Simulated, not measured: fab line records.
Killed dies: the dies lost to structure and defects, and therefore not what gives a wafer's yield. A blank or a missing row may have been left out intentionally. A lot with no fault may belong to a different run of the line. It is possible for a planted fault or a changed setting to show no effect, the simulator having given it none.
fab line records	flow sky130
record: lots: 12	wafers: 35	last-day: 50
route steps=708 shown METAL1@437 METAL5@666 PASSIVATION@692 PAD_OPEN@708
lots that met no fault: taken from a fault-free run of the same line
start-h: hours from the record's first day to the start of the lot's first wafer shown	wait-h: time in hours since the lot's previous step	" the same as in the row above	L1.1+2: several wafers, shown together as one row	- no value, or no start was given	* or withheld: withheld	< > ~ a bound
route shown NAME@n: NAME is a module with steps in the file, n the number in the route of the first one	usual: mean/standard deviation taken from wafers without a fault	same: alike in all rows	chamber/n: place in a boat	sites: the reading at each site	_std_site: how widely they spread, as a standard deviation	_edge_site: inner sites' mean taken away from outer sites' mean	radius-mm: how far each site lies from the wafer's centre	mask NAME#n: copy n	behind: the tool/chamber that last shaped the wafer	hold: reason for holding the lot/hours on hold/outcome of the hold	device: the n, p or np transistor that did not switch	end of line: at the end of the route, the tests of the same wafers	for a step that has no rows: nothing shown but its recipe	killed: dies that structure and defects cost at the first sort, which is not the same as the wafer's yield	map: a wafer's dies, marking killed ones x, the rest . and places with no die _
set.NAME: setting as actually run; set.NAME@STEP: the setting as run at that earlier step	model.NAME: the simulator's own value behind a step, which no gauge read
route steps across a sampled set of lots; one table per step, one row per wafer
services: when a tool's chamber went out of use (start-h, in hours from the record's first day, below 0 if earlier), for how many hours, and the reason
== steps ==
step: SKY_METAL1_SPUTTER_03
recipe: material: Ti	target-thk-nm: 5	power-w: 3000	time-s: 3.3	chamber-pressure-pa: 0.4
usual: throttle-valve-pct: 30.1/1.4
lot.wafer	tool	chamber	start-h	wait-h	throttle-valve-pct
L184.1	pvd-sputter-02	-	753.96	0.0	29.6
L184.4	"	-	"	"	29.3
L184.6	"	-	"	"	29.5
L185.2	pvd-sputter-02	-	768.14	0.0	29.9
L185.4	"	-	"	"	30.2
L185.5	"	-	"	"	29.9
L187.3	pvd-sputter-04	-	773.01	0.0	31.4
L187.4	"	-	"	"	28.5
L187.5	"	-	"	"	28.6
L189.1	pvd-sputter-04	-	783.41	0.0	32.1
L189.3	"	-	"	"	31.4
L189.5	"	-	"	"	32.1
L193.1	pvd-sputter-02	-	812.46	0.0	29.4
L193.2	"	-	"	"	29.1
L193.3	"	-	"	"	30.0
L192.1	pvd-sputter-04	-	813.92	0.0	31.2
L192.5	"	-	"	"	32.2
L194.1	pvd-sputter-04	-	820.42	0.0	30.2
L194.3	"	-	"	"	28.5
L194.6	"	-	"	"	30.3
L195.2	pvd-sputter-04	-	823.83	0.0	32.2
L195.5	"	-	"	"	30.2
L195.6	"	-	"	"	32.2
L196.4	pvd-sputter-04	-	841.11	0.0	31.4
L196.5	"	-	"	"	28.1
L196.6	"	-	"	"	32.4
L199.3	pvd-sputter-02	-	863.08	0.0	29.4
L199.4	"	-	"	"	29.9
L199.5	"	-	"	"	29.7
L203.2	pvd-sputter-03	-	895.75	0.0	27.2
L203.3	"	-	"	"	31.8
L203.5	"	-	"	"	26.9
L206.1	pvd-sputter-04	-	909.13	0.0	28.5
L206.2	"	-	"	"	31.5
L206.4	"	-	"	"	32.1
step: SKY_METAL5_RS_MEAS_05
recipe: thk-meas-gauge: four-point-probe	reads: TiN_of_METAL5_SPUTTER_04+Ti_of_METAL5_SPUTTER_03+AlCu_of_METAL5_SPUTTER_02+TiN_of_METAL5_SPUTTER_01+Ti_of_METAL5_SPUTTER_00
usual: METAL5_ALCU_RS: 0.02711/0.00027
lot.wafer	tool	chamber	start-h	wait-h	METAL5_ALCU_RS[ohm/sq]
L184.1	film-metro-04	-	1020.62	0.0	0.02693
L184.4	"	-	"	"	0.02714
L184.6	"	-	"	"	0.0267
L185.2	film-metro-03	-	1032.46	0.0	0.02678
L185.4	"	-	"	"	0.02692
L185.5	"	-	"	"	0.0268
L187.3	film-metro-04	-	1037.73	0.1	0.0274
L187.4	"	-	"	"	0.02722
L187.5	"	-	"	"	0.02688
L189.1	film-metro-02	-	1046.23	0.0	0.02703
L189.3	"	-	"	"	0.02687
L189.5	"	-	"	"	0.02692
L193.1	film-metro-04	-	1067.96	0.0	0.0269
L193.2	"	-	"	"	0.0269
L193.3	"	-	"	"	0.02698
L192.1	film-metro-04	-	1072.08	0.0	0.02752
L192.5	"	-	"	"	0.02751
L194.1	film-metro-04	-	1076.23	0.0	0.02775
L194.3	"	-	"	"	0.02777
L194.6	"	-	"	"	0.02778
L195.2	film-metro-03	-	1078.93	0.0	0.02719
L195.5	"	-	"	"	0.0272
L195.6	"	-	"	"	0.02723
L196.4	film-metro-04	-	1093.08	0.1	0.02721
L196.5	"	-	"	"	0.02713
L196.6	"	-	"	"	0.02721
L199.3	film-metro-03	-	1110.28	0.1	0.02723
L199.4	"	-	"	"	0.02717
L199.5	"	-	"	"	0.0273
L203.2	film-metro-02	-	1136.62	0.0	0.02705
L203.3	"	-	"	"	0.02691
L203.5	"	-	"	"	0.02696
L206.1	film-metro-03	-	1146.86	0.0	0.0268
L206.2	"	-	"	"	0.02692
L206.4	"	-	"	"	0.02703
step: SKY_METAL5_THK_MEAS_06
recipe: thk-meas-gauge: xrf	reads: AlCu_of_METAL5_SPUTTER_02
usual: METAL5_ALCU_THK: 1106/12
lot.wafer	tool	chamber	start-h	wait-h	METAL5_ALCU_THK[nm]
L184.1	film-metro-04	-	1020.74	0.1	1116
L184.4	"	-	"	"	1107
L184.6	"	-	"	"	1127
L185.2	film-metro-03	-	1032.57	0.1	1111
L185.4	"	-	"	"	1099
L185.5	"	-	"	"	1110
L187.3	film-metro-04	-	1037.83	0.1	1094
L187.4	"	-	"	"	1097
L187.5	"	-	"	"	1112
L189.1	film-metro-02	-	1046.35	0.1	1113
L189.3	"	-	"	"	1113
L189.5	"	-	"	"	1111
L193.1	film-metro-04	-	1068.08	0.1	1120
L193.2	"	-	"	"	1120
L193.3	"	-	"	"	1127
L192.1	film-metro-04	-	1072.20	0.1	1093
L192.5	"	-	"	"	1090
L194.1	film-metro-04	-	1076.35	0.1	1088
L194.3	"	-	"	"	1089
L194.6	"	-	"	"	1082
L195.2	film-metro-03	-	1079.04	0.1	1095
L195.5	"	-	"	"	1089
L195.6	"	-	"	"	1097
L196.4	film-metro-04	-	1093.17	0.1	1107
L196.5	"	-	"	"	1113
L196.6	"	-	"	"	1113
L199.3	film-metro-03	-	1110.38	0.1	1092
L199.4	"	-	"	"	1095
L199.5	"	-	"	"	1089
L203.2	film-metro-02	-	1136.73	0.1	1110
L203.3	"	-	"	"	1122
L203.5	"	-	"	"	1117
L206.1	film-metro-03	-	1146.98	0.1	1109
L206.2	"	-	"	"	1107
L206.4	"	-	"	"	1105
step: SKY_PASSIVATION_ETCH_11
recipe: chemistry: CF4/O2	target-depth-nm: 725	stop-on: AlCu	source-w: 800	bias-w: 150	pressure-mtorr: 150	cf4-flow-sccm: 80	O2_flow_sccm: 10	time-s: 161.1
usual: O2_flow_sccm: 10.002/0.029	drypump-motor-current-A: 5.7/0.5	oes-product-au: 0.978/0.0064	rf-fwd-power-W: 796.8/2.4	throttle-valve-pct: 5.964/0.0092
lot.wafer	tool	chamber	start-h	wait-h	O2_flow_sccm	drypump-motor-current-A	oes-product-au	rf-fwd-power-W	rf-hours-counter-h	throttle-valve-pct
L184.1	rie-diel-04	1	1064.23	-	9.962	5.7	0.975	798.7	22	5.961
L184.4	"	1	"	"	9.973	5.8	0.986	797.0	-	5.962
L184.6	"	2	"	"	10.022	6.5	0.974	795.8	-	5.965
L185.2	rie-diel-01	2	1076.16	-	10.006	5.5	0.974	795.1	12	5.965
L185.4	"	0	"	"	9.930	6.2	0.982	798.3	19	5.968
L185.5	"	1	"	"	9.994	5.2	0.979	795.9	-	5.965
L187.3	rie-diel-04	0	1081.40	-	9.991	6.0	0.971	796.6	27	5.957
L187.4	"	2	"	"	9.991	6.6	0.982	797.4	15	5.976
L187.5	"	1	"	"	9.959	5.8	0.984	799.1	-	5.964
L189.1	rie-diel-04	2	1090.28	-	10.015	6.5	0.975	795.4	15	5.977
L189.3	"	3	"	"	10.011	5.9	0.977	793.0	20	5.967
L189.5	"	1	"	"	10.005	5.8	0.985	795.7	-	5.960
L193.1	rie-diel-01	2	1110.80	-	10.014	5.5	0.962	797.3	13	5.972
L193.2	"	1	"	"	10.025	5.2	0.977	796.0	15	5.966
L193.3	"	0	"	"	10.028	6.2	0.975	797.0	20	5.969
L192.1	rie-diel-01	2	1114.71	-	10.014	5.5	0.966	798.3	13	5.973
L192.5	"	0	"	"	10.011	6.3	0.987	796.2	-	5.981
L194.1	rie-diel-01	3	1118.03	-	10.009	4.8	0.977	795.5	18	5.975
L194.3	"	1	"	"	9.986	5.2	0.964	798.3	16	5.972
L194.6	"	2	"	"	9.988	5.4	0.981	796.0	-	5.944
L195.2	rie-diel-03	0	1121.71	-	10.028	5.0	0.981	793.4	18	5.964
L195.5	"	2	"	"	9.943	5.2	0.987	797.7	-	5.961
L195.6	"	1	"	"	10.021	6.0	0.982	796.7	-	5.978
L196.4	rie-diel-03	1	1134.16	-	9.943	6.0	0.982	797.8	24	5.974
L196.5	"	1	"	"	9.977	6.0	0.983	794.6	-	5.961
L196.6	"	2	"	"	9.979	5.2	0.981	797.2	-	5.960
L199.3	rie-diel-03	1	1150.15	-	10.039	6.0	0.983	799.7	24	5.938
L199.4	"	3	"	"	10.039	6.1	0.985	795.4	16	5.978
L199.5	"	1	"	"	10.017	6.0	0.982	800.4	-	5.968
L203.2	rie-diel-01	3	1173.55	-	9.997	4.8	0.971	800.7	19	5.967
L203.3	"	0	"	"	10.012	6.3	0.981	796.0	22	5.981
L203.5	"	3	"	"	10.016	4.8	0.974	803.3	-	5.966
L206.1	rie-diel-03	1	1183.00	-	10.060	6.0	0.978	800.8	26	5.972
L206.2	"	3	"	"	9.999	6.1	0.976	797.1	17	5.973
L206.4	"	0	"	"	9.980	5.0	0.985	800.2	20	5.967
step: SKY_PAD_OPEN_PROBE_99
usual: defect-limited-yield: 82.4/1.8	killed_at_M0_to_M3: 44/6.3	killed_at_M4_up: 3.1/1.8	killed-at-contacts: 25/5.1	killed-at-front-end: 15/4.1	killed-at-other: 0.3/0.71	killed-dies: 87/8.8	killed-on-rim: 17/3.7	killed-open: 47/6.8	killed-short: 40/6.7	sort_bin_3_pad_short: 0.9/0.39	sort_bin_5_function: 10.4/1.5	sort_bin_6_memory: 6.4/1.1	sort-n-pass: 405/8.8	sort-yield-pct: 82.4/1.8
same: gross-dies: 492	killed-at-back-side: 0	sort_bin_4_leakage[%]: 0	sort_bin_8_speed[%]: 0
lot.wafer	tool	chamber	start-h	wait-h	hold	defect-limited-yield[%]	killed_at_M0_to_M3	killed_at_M4_up	killed-at-contacts	killed-at-front-end	killed-at-other	killed-dies	killed-on-rim	killed-open	killed-short	sort_bin_3_pad_short[%]	sort_bin_5_function[%]	sort_bin_6_memory[%]	sort-n-pass	sort-yield-pct[%]
L184.1	prober-02	-	1088.12	0.1	-	83.1	37	4	30	12	0	83	19	38	45	1.0	11.0	4.9	409	83.1
L184.4	prober-02	-	1088.27	0.2	-	83.3	54	6	13	9	0	82	14	39	43	1.4	8.5	6.7	410	83.3
L184.6	prober-02	-	1088.37	0.2	-	81.9	48	5	26	10	0	89	16	49	40	1.2	10.6	6.3	403	81.9
L185.2	prober-02	-	1098.76	0.1	-	81.1	44	3	27	19	0	93	20	50	43	0.8	11.2	6.9	399	81.1
L185.4	prober-02	-	1098.86	0.2	-	82.3	42	2	26	17	0	87	17	47	40	0.6	10.2	6.9	405	82.3
L185.5	prober-02	-	1098.91	0.2	-	82.9	46	4	20	14	0	84	21	45	39	0.8	11.0	5.3	408	82.9
L187.3	prober-01	-	1105.18	0.2	-	86.0	30	2	25	12	0	69	17	39	30	1.4	7.3	5.3	423	86.0
L187.4	prober-01	-	1105.23	0.2	-	83.3	48	4	18	12	0	82	11	53	29	0.4	10.4	5.9	410	83.3
L187.5	prober-01	-	1105.28	0.2	-	84.6	45	2	23	6	0	76	11	43	33	0.8	10.4	4.3	416	84.6
L189.1	prober-01	-	1113.70	0.1	-	81.7	54	1	13	22	0	90	13	44	46	1.0	11.0	6.3	402	81.7
L189.3	prober-01	-	1113.80	0.2	-	80.7	42	6	26	21	0	95	22	54	41	0.8	11.8	6.7	397	80.7
L189.5	prober-01	-	1113.90	0.2	-	79.3	53	1	31	17	0	102	15	59	43	1.0	13.0	6.7	390	79.3
L193.1	prober-02	-	1133.35	0.1	-	80.5	49	4	22	20	1	96	21	53	43	0.4	10.2	8.9	396	80.5
L193.2	prober-02	-	1133.40	0.1	-	83.5	44	1	20	16	0	81	10	33	48	1.4	8.1	6.9	411	83.5
L193.3	prober-02	-	1133.45	0.2	-	83.7	39	1	22	18	0	80	17	54	26	1.0	7.7	7.5	412	83.7
L192.1	prober-01	-	1136.65	0.1	-	80.3	49	2	25	21	0	97	20	44	53	1.0	11.4	7.3	395	80.3
L192.5	prober-01	-	1136.85	0.2	-	79.9	51	2	22	23	1	99	17	58	40	0.6	11.2	8.3	393	79.9
L194.1	prober-02	-	1139.76	0.1	-	83.5	44	6	22	7	2	81	9	39	42	0.6	9.8	6.1	411	83.5
L194.3	prober-02	-	1139.86	0.2	-	83.1	40	5	23	14	1	83	12	42	41	0.4	10.2	6.3	409	83.1
L194.6	prober-02	-	1140.01	0.2	-	80.9	63	4	18	9	0	94	19	44	50	1.4	12.6	5.1	398	80.9
L195.2	prober-01	-	1143.64	0.1	-	79.9	69	2	14	14	0	99	23	29	40	0.8	12.8	6.5	393	79.9
L195.5	prober-01	-	1143.79	0.2	-	82.5	41	5	20	20	0	86	16	51	35	0.4	9.3	7.7	406	82.5
L195.6	prober-01	-	1143.84	0.2	-	76.2	76	1	26	14	0	117	23	43	43	2.0	14.6	7.1	375	76.2
L196.4	prober-02	-	1155.00	0.2	await-dispo/2.4h/release	84.3	38	2	22	15	0	77	15	51	26	1.0	10.2	4.5	415	84.3
L196.5	prober-02	-	1155.05	0.2	await-dispo/2.4h/release	79.1	50	2	37	14	0	103	20	52	51	1.4	13.0	6.5	389	79.1
L196.6	prober-02	-	1155.10	0.2	await-dispo/2.4h/release	75.6	75	4	30	10	1	120	27	40	46	1.6	15.7	7.1	372	75.6
L199.3	prober-01	-	1170.18	0.2	-	82.9	46	4	23	11	0	84	16	45	39	0.6	11.4	5.1	408	82.9
L199.4	prober-01	-	1170.23	0.2	-	82.3	39	4	24	20	0	87	23	43	42	0.8	11.0	5.9	405	82.3
L199.5	prober-01	-	1170.28	0.2	-	82.5	42	5	28	11	0	86	21	46	40	1.0	9.8	6.7	406	82.5
L203.2	prober-01	-	1191.72	0.1	-	82.7	46	3	17	18	1	85	21	50	35	1.0	11.2	5.1	407	82.7
L203.3	prober-01	-	1191.77	0.2	-	85.2	43	2	18	10	0	73	15	41	32	1.0	9.3	4.5	419	85.2
L203.5	prober-01	-	1191.87	0.2	-	84.3	31	1	27	18	0	77	17	42	35	0.8	9.3	5.5	415	84.3
L206.1	prober-02	-	1201.53	0.1	-	82.3	49	4	21	13	0	87	15	41	46	0.8	10.0	6.9	405	82.3
L206.2	prober-02	-	1201.58	0.1	-	84.1	34	1	32	11	0	78	17	47	31	1.0	8.3	6.5	414	84.1
L206.4	prober-02	-	1201.68	0.2	-	81.5	44	1	30	16	0	91	26	50	41	1.0	11.6	5.9	401	81.5
killed by level:class
L184.1 VIA1:geometric-particle:open=9 LI_CONTACT:geometric-particle:open=7 CONTACT:geometric-particle:open=7 LOCAL_INTERCONNECT:geometric-particle:short=6 VIA1:geometric-particle:short=6 METAL1:geometric-particle:short=5 CONTACT:geometric-particle:short=5 FIELD_ISO:geometric-particle:open=4
L184.4 VIA1:geometric-particle:open=15 METAL1:geometric-particle:short=9 METAL2:geometric-particle:short=8 VIA2:geometric-particle:open=6 VIA1:geometric-particle:short=5 CONTACT:geometric-particle:open=5 METAL4:geometric-particle:short=4 VIA3:geometric-particle:open=4
L184.6 CONTACT:geometric-particle:open=10 LI_CONTACT:geometric-particle:open=9 VIA3:geometric-particle:open=8 VIA1:geometric-particle:open=8 METAL2:geometric-particle:short=8 VIA1:geometric-particle:short=6 METAL4:geometric-particle:short=5 FIELD_ISO:geometric-particle:short=3
L185.2 LI_CONTACT:geometric-particle:open=12 FIELD_ISO:geometric-particle:short=10 METAL2:geometric-particle:short=9 VIA2:geometric-particle:open=8 VIA1:geometric-particle:open=7 VIA3:geometric-particle:open=7 CONTACT:geometric-particle:open=6 LOCAL_INTERCONNECT:geometric-particle:short=5
L185.4 VIA1:geometric-particle:open=10 LI_CONTACT:geometric-particle:open=7 CONTACT:geometric-particle:open=6 METAL2:geometric-particle:short=5 VIA3:geometric-particle:open=5 FIELD_ISO:geometric-particle:open=4 POLY_GATE:geometric-particle:short=4 POLY_GATE:geometric-particle:open=4
L185.5 VIA1:geometric-particle:open=11 METAL2:geometric-particle:short=8 VIA3:geometric-particle:open=6 METAL1:geometric-particle:short=6 LI_CONTACT:geometric-particle:open=5 CONTACT:geometric-particle:open=5 FIELD_ISO:geometric-particle:open=4 POLY_GATE:geometric-particle:open=4
L187.3 LI_CONTACT:geometric-particle:open=11 FIELD_ISO:geometric-particle:short=6 CONTACT:geometric-particle:open=6 CONTACT:geometric-particle:short=6 VIA2:geometric-particle:open=6 METAL1:geometric-particle:short=5 VIA3:geometric-particle:open=4 FIELD_ISO:geometric-particle:open=3
L187.4 VIA3:geometric-particle:open=11 VIA1:geometric-particle:open=10 LI_CONTACT:geometric-particle:open=8 METAL2:geometric-particle:short=6 VIA2:geometric-particle:open=6 CONTACT:geometric-particle:open=5 FIELD_ISO:geometric-particle:open=3 FIELD_ISO:geometric-particle:short=3
L187.5 METAL1:geometric-particle:short=9 VIA3:geometric-particle:open=8 LI_CONTACT:geometric-particle:open=7 CONTACT:geometric-particle:open=7 VIA2:geometric-particle:open=6 LI_CONTACT:geometric-particle:short=4 METAL1:geometric-particle:open=4 VIA1:geometric-particle:open=4
L189.1 VIA1:geometric-particle:open=11 VIA1:geometric-particle:short=9 METAL2:geometric-particle:short=9 POLY_GATE:geometric-particle:open=6 CONTACT:geometric-particle:open=6 FIELD_ISO:geometric-particle:short=5 VIA2:geometric-particle:open=4 METAL3:geometric-particle:short=4
L189.3 CONTACT:geometric-particle:open=11 VIA1:geometric-particle:open=11 CONTACT:geometric-particle:short=7 VIA3:geometric-particle:open=7 FIELD_ISO:geometric-particle:open=5 LI_CONTACT:geometric-particle:open=5 METAL1:geometric-particle:short=5 METAL4:geometric-particle:short=5
L189.5 VIA1:geometric-particle:open=14 CONTACT:geometric-particle:open=10 LI_CONTACT:geometric-particle:open=9 VIA2:geometric-particle:open=8 VIA2:geometric-particle:short=7 LOCAL_INTERCONNECT:geometric-particle:short=6 CONTACT:geometric-particle:short=6 VIA3:geometric-particle:open=6
L193.1 VIA1:geometric-particle:open=11 LI_CONTACT:geometric-particle:open=8 VIA3:geometric-particle:open=8 FIELD_ISO:geometric-particle:short=7 CONTACT:geometric-particle:open=7 CONTACT:geometric-particle:short=6 VIA1:geometric-particle:short=6 METAL1:geometric-particle:short=5
L193.2 LOCAL_INTERCONNECT:geometric-particle:short=8 VIA1:geometric-particle:open=8 METAL1:geometric-particle:short=7 VIA3:geometric-particle:short=6 VIA3:geometric-particle:open=6 FIELD_ISO:geometric-particle:short=5 POLY_GATE:geometric-particle:short=5 LI_CONTACT:geometric-particle:short=4
L193.3 VIA3:geometric-particle:open=10 CONTACT:geometric-particle:open=10 VIA1:geometric-particle:open=9 FIELD_ISO:geometric-particle:open=6 POLY_GATE:geometric-particle:open=5 CONTACT:geometric-particle:short=5 VIA2:geometric-particle:open=5 LI_CONTACT:geometric-particle:open=4
L192.1 CONTACT:geometric-particle:short=8 VIA1:geometric-particle:open=8 VIA3:geometric-particle:short=8 CONTACT:geometric-particle:open=7 VIA3:geometric-particle:open=7 POLY_GATE:geometric-particle:open=6 METAL1:geometric-particle:short=6 VIA1:geometric-particle:short=5
L192.5 VIA1:geometric-particle:open=10 POLY_GATE:geometric-particle:open=9 CONTACT:geometric-particle:open=8 METAL2:geometric-particle:short=7 VIA2:geometric-particle:open=7 LI_CONTACT:geometric-particle:open=6 METAL1:geometric-particle:short=6 VIA3:geometric-particle:open=6
L194.1 VIA1:geometric-particle:open=14 CONTACT:geometric-particle:open=8 METAL2:geometric-particle:short=7 METAL4:geometric-particle:short=6 METAL1:geometric-particle:short=5 VIA2:geometric-particle:short=5 VIA2:geometric-particle:open=5 VIA1:geometric-particle:short=4
L194.3 CONTACT:geometric-particle:open=10 METAL2:geometric-particle:short=10 VIA1:geometric-particle:open=8 CONTACT:geometric-particle:short=6 VIA2:geometric-particle:open=5 VIA3:geometric-particle:open=5 METAL1:geometric-particle:short=4 METAL4:geometric-particle:short=4
L194.6 VIA1:geometric-particle:open=16 METAL1:geometric-particle:short=11 VIA3:geometric-particle:open=10 METAL2:geometric-particle:short=9 VIA1:geometric-particle:short=6 CONTACT:geometric-particle:open=6 VIA2:geometric-particle:open=5 LI_CONTACT:geometric-particle:open=4
L195.2 METAL1:unspecified=30 VIA1:geometric-particle:open=10 VIA1:geometric-particle:short=6 FIELD_ISO:geometric-particle:short=5 METAL1:geometric-particle:short=5 CONTACT:geometric-particle:open=5 FIELD_ISO:geometric-particle:open=4 LI_CONTACT:geometric-particle:short=4
L195.5 VIA1:geometric-particle:open=15 CONTACT:geometric-particle:open=9 METAL1:geometric-particle:short=7 LI_CONTACT:geometric-particle:open=6 FIELD_ISO:geometric-particle:open=5 VIA1:geometric-particle:short=5 CONTACT:geometric-particle:short=4 VIA3:geometric-particle:open=4
L195.6 METAL1:unspecified=31 METAL2:geometric-particle:short=10 CONTACT:geometric-particle:open=8 LI_CONTACT:geometric-particle:open=7 FIELD_ISO:geometric-particle:short=6 VIA1:geometric-particle:open=6 VIA3:geometric-particle:open=6 FIELD_ISO:geometric-particle:open=5
L196.4 VIA1:geometric-particle:open=13 CONTACT:geometric-particle:open=9 LI_CONTACT:geometric-particle:open=8 VIA2:geometric-particle:open=7 FIELD_ISO:geometric-particle:short=6 VIA1:geometric-particle:short=6 FIELD_ISO:geometric-particle:open=5 METAL2:geometric-particle:short=3
L196.5 CONTACT:geometric-particle:open=11 LI_CONTACT:geometric-particle:open=9 LOCAL_INTERCONNECT:geometric-particle:short=9 VIA1:geometric-particle:short=9 VIA1:geometric-particle:open=9 VIA2:geometric-particle:open=7 CONTACT:geometric-particle:short=6 FIELD_ISO:geometric-particle:short=5
L196.6 METAL1:unspecified=34 VIA1:geometric-particle:open=11 CONTACT:geometric-particle:open=10 METAL1:geometric-particle:short=8 LI_CONTACT:geometric-particle:short=6 LOCAL_INTERCONNECT:geometric-particle:short=5 CONTACT:geometric-particle:short=4 METAL2:geometric-particle:short=4
L199.3 VIA1:geometric-particle:open=12 CONTACT:geometric-particle:open=7 VIA1:geometric-particle:short=6 VIA2:geometric-particle:open=6 LI_CONTACT:geometric-particle:open=5 METAL2:geometric-particle:short=5 POLY_GATE:geometric-particle:open=4 LOCAL_INTERCONNECT:geometric-particle:short=4
L199.4 VIA1:geometric-particle:open=10 LI_CONTACT:geometric-particle:short=7 METAL1:geometric-particle:short=7 POLY_GATE:geometric-particle:open=6 LI_CONTACT:geometric-particle:open=6 VIA1:geometric-particle:short=6 VIA2:geometric-particle:open=5 POLY_GATE:geometric-particle:short=4
L199.5 VIA1:geometric-particle:open=13 CONTACT:geometric-particle:open=11 LOCAL_INTERCONNECT:geometric-particle:short=7 VIA2:geometric-particle:open=7 METAL1:geometric-particle:short=6 LI_CONTACT:geometric-particle:short=6 VIA3:geometric-particle:open=5 LI_CONTACT:geometric-particle:open=4
L203.2 VIA1:geometric-particle:open=13 CONTACT:geometric-particle:open=8 VIA2:geometric-particle:open=7 METAL1:geometric-particle:short=6 FIELD_ISO:geometric-particle:open=5 VIA3:geometric-particle:open=5 LI_CONTACT:geometric-particle:short=4 POLY_GATE:geometric-particle:short=4
L203.3 LI_CONTACT:geometric-particle:open=8 METAL2:geometric-particle:short=8 VIA2:geometric-particle:open=7 VIA1:geometric-particle:open=6 CONTACT:geometric-particle:open=5 VIA3:geometric-particle:open=5 METAL3:geometric-particle:short=4 METAL1:geometric-particle:short=4
L203.5 CONTACT:geometric-particle:open=12 VIA1:geometric-particle:open=10 CONTACT:geometric-particle:short=7 FIELD_ISO:geometric-particle:short=5 POLY_GATE:geometric-particle:open=5 VIA1:geometric-particle:short=5 METAL3:geometric-particle:short=5 FIELD_ISO:geometric-particle:open=3
L206.1 VIA1:geometric-particle:open=11 VIA1:geometric-particle:short=9 LI_CONTACT:geometric-particle:open=6 METAL2:geometric-particle:short=6 CONTACT:geometric-particle:short=6 VIA2:geometric-particle:short=6 CONTACT:geometric-particle:open=5 FIELD_ISO:geometric-particle:short=3
L206.2 CONTACT:geometric-particle:open=11 VIA1:geometric-particle:open=7 LI_CONTACT:geometric-particle:open=7 VIA2:geometric-particle:open=5 POLY_GATE:geometric-particle:short=4 LI_CONTACT:geometric-particle:short=4 LOCAL_INTERCONNECT:geometric-particle:short=4 CONTACT:geometric-particle:short=4
L206.4 CONTACT:geometric-particle:open=13 VIA1:geometric-particle:open=10 VIA1:geometric-particle:short=9 POLY_GATE:geometric-particle:short=6 LI_CONTACT:geometric-particle:open=6 CONTACT:geometric-particle:short=6 VIA2:geometric-particle:open=5 VIA3:geometric-particle:open=5
== services ==
tool	chamber	start-h	hours	kind
rie-diel-03	0	732.20	8.2	repair
pvd-sputter-04	-	795.92	4.5	repair
rie-diel-03	2	805.15	6.9	repair
rie-diel-01	0	818.13	4.7	repair
pvd-sputter-02	-	820.10	6.1	repair
rie-diel-01	0	843.58	3.4	repair
rie-diel-01	1	853.21	4.7	repair
pvd-sputter-02	-	872.50	2.2	repair
rie-diel-03	-	890.75	4.0	pm
rie-diel-01	1	905.83	6.2	repair
rie-diel-03	-	907.36	2.8	pm
pvd-sputter-02	-	911.97	3.1	repair
rie-diel-03	-	916.64	0.3	repair
pvd-sputter-02	-	924.66	0.9	repair
rie-diel-01	3	928.80	8.2	repair
rie-diel-03	1	953.66	2.6	repair
rie-diel-03	1	977.87	9.7	repair
rie-diel-03	3	991.82	18.7	repair
pvd-sputter-04	-	1009.33	5.6	repair
rie-diel-01	1	1009.39	1.5	repair
rie-diel-03	-	1018.89	0.9	repair
rie-diel-01	1	1028.38	5.7	repair
pvd-sputter-02	-	1076.90	0.5	repair
rie-diel-01	3	1121.04	3.4	repair
== key ==
first-sign: step: SKY_PAD_OPEN_PROBE_99	reading: killed_at_M0_to_M3	direction: up	sigmas: 4.7	usual: 44	struck: 73
effect: step: SKY_PAD_OPEN_PROBE_99	reading: defect-limited-yield	direction: down	sigmas: 2.9	usual: 82.4	struck: 77.2
met-at SKY_METAL1_SPUTTER_03
struck-lots L195,L196
struck-wafers L195.2,L195.6,L196.6
not-acting-at SKY_METAL5_RS_MEAS_05,SKY_METAL5_THK_MEAS_06,SKY_PASSIVATION_ETCH_11
onset-between 813.92 823.83
fault: kind: chamber-particle-source	tool: pvd-sputter-04	chamber: -	onset-h: 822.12	steps: SKY_METAL1_SPUTTER_03	rate-per-visit-cm2: 0.48863	end-h: 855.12	scope: struck-wafers-only
